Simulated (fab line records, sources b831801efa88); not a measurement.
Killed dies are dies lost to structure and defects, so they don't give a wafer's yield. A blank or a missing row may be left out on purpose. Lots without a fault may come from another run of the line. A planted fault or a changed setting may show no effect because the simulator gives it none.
Which tool did it? | flow gf180mcu | 10 lots, 30 wafers sampled, at 4 steps of a route of 602

WHAT THE GAUGES READ, wafer by wafer
GF_V5_RS_MEAS_24: measures by four-point-probe.
lot  | measured     | on            | V5_W_RS (ohm/sq)
L522 | day 27 00:38 | film_metro-02 | 0.327 0.327 0.331
L524 | day 27 13:59 | film_metro-02 | 0.334 0.333 0.328
L527 | day 29 05:38 | film_metro-03 | 0.327 0.325 0.319
L528 | day 29 15:22 | film_metro-02 | 0.330 0.328 0.329
L534 | day 31 02:52 | film_metro-04 | 0.322 0.322 0.325
L536 | day 31 09:19 | film_metro-02 | 0.332 0.212 0.322
L539 | day 32 03:48 | film_metro-03 | 0.323 0.322 0.319
L540 | day 32 11:46 | film_metro-04 | 0.330 0.330 0.329
L542 | day 32 23:28 | film_metro-02 | 0.324 0.322 0.324
L544 | day 33 07:59 | film_metro-02 | 0.326 0.326 0.325

WHICH TOOL RAN EACH LOT (tool, then ch and the chambers of the sampled wafers, then the start)
lot  | GF_MIM_STRIP_20                      | GF_M5_STRIP_11                       | GF_V5_CVD_23
L522 | plasma_asher-01 ch 0,1, day 25 03:24 | plasma_asher-04 ch 0,1, day 26 01:22 | cvd_w-01 ch 0,1, day 27 00:30
L524 | plasma_asher-02 ch 0,1, day 25 17:56 | plasma_asher-02 ch 0,1, day 26 15:41 | cvd_w-02 ch 0,1, day 27 13:52
L527 | plasma_asher-03 ch 0,1, day 27 11:22 | plasma_asher-04 ch 0,1, day 28 08:08 | cvd_w-01 ch 0,1, day 29 05:30
L528 | plasma_asher-02 ch 0,1, day 27 22:59 | plasma_asher-04 ch 0,1, day 28 18:59 | cvd_w-02 ch 0,1, day 29 15:15
L534 | plasma_asher-03 ch 0, day 29 11:14   | plasma_asher-04 ch 0,1, day 30 06:18 | cvd_w-01 ch 0,1, day 31 02:45
L536 | plasma_asher-02 ch 0,1, day 29 18:13 | plasma_asher-04 ch 0,1, day 30 13:14 | cvd_w-02 ch 0,1, day 31 09:12
L539 | plasma_asher-03 ch 0,1, day 30 13:19 | plasma_asher-02 ch 0,1, day 31 08:11 | cvd_w-01 ch 0,1, day 32 03:41
L540 | plasma_asher-03 ch 0,1, day 30 22:18 | plasma_asher-01 ch 0,1, day 31 16:51 | cvd_w-01 ch 0,1, day 32 11:39
L542 | plasma_asher-03 ch 0,1, day 31 09:55 | plasma_asher-04 ch 0,1, day 32 04:02 | cvd_w-01 ch 0,1, day 32 23:20
L544 | plasma_asher-01 ch 0,1, day 31 20:28 | plasma_asher-04 ch 1, day 32 13:50   | cvd_w-01 ch 0,1, day 33 07:52
- GF_MIM_STRIP_20: strips in O2/N2.
- GF_M5_STRIP_11: strips in O2/N2.
- GF_V5_CVD_23: deposits W, target thk 350 nm, time 104.9 s.

THE ANSWER, worked out from the rows above alone
Rule: what is usual is taken from the lots themselves. Put in order of their means at a reading, lots are off if they are a third of the lots or fewer, leave a main group of 4 or more, and stand apart from it by a gap of 3 or more times the standard deviation of the main group's means; of several such gaps the widest counts. A main group whose means are all the same, to the digits that the tables above print for the reading, isn't used. A lot without any number at a reading at which 4 lots or more have one is off too. The other lots that the step has rows for count as sound.
Off: L536, at GF_V5_RS_MEAS_24 (V5_W_RS). The main group: mean 0.326 ohm/sq, standard deviation 0.0034.
A tool fits if, at a process step before that reading, it ran every lot that is off, and no sound lot after the first of them. The gauges at GF_V5_RS_MEAS_24 are tried like those tools. Can't be told from this: 2 tools fit, plasma_asher-02 at GF_MIM_STRIP_20, cvd_w-02 at GF_V5_CVD_23.

WHAT THE SIMULATOR HAD PUT IN
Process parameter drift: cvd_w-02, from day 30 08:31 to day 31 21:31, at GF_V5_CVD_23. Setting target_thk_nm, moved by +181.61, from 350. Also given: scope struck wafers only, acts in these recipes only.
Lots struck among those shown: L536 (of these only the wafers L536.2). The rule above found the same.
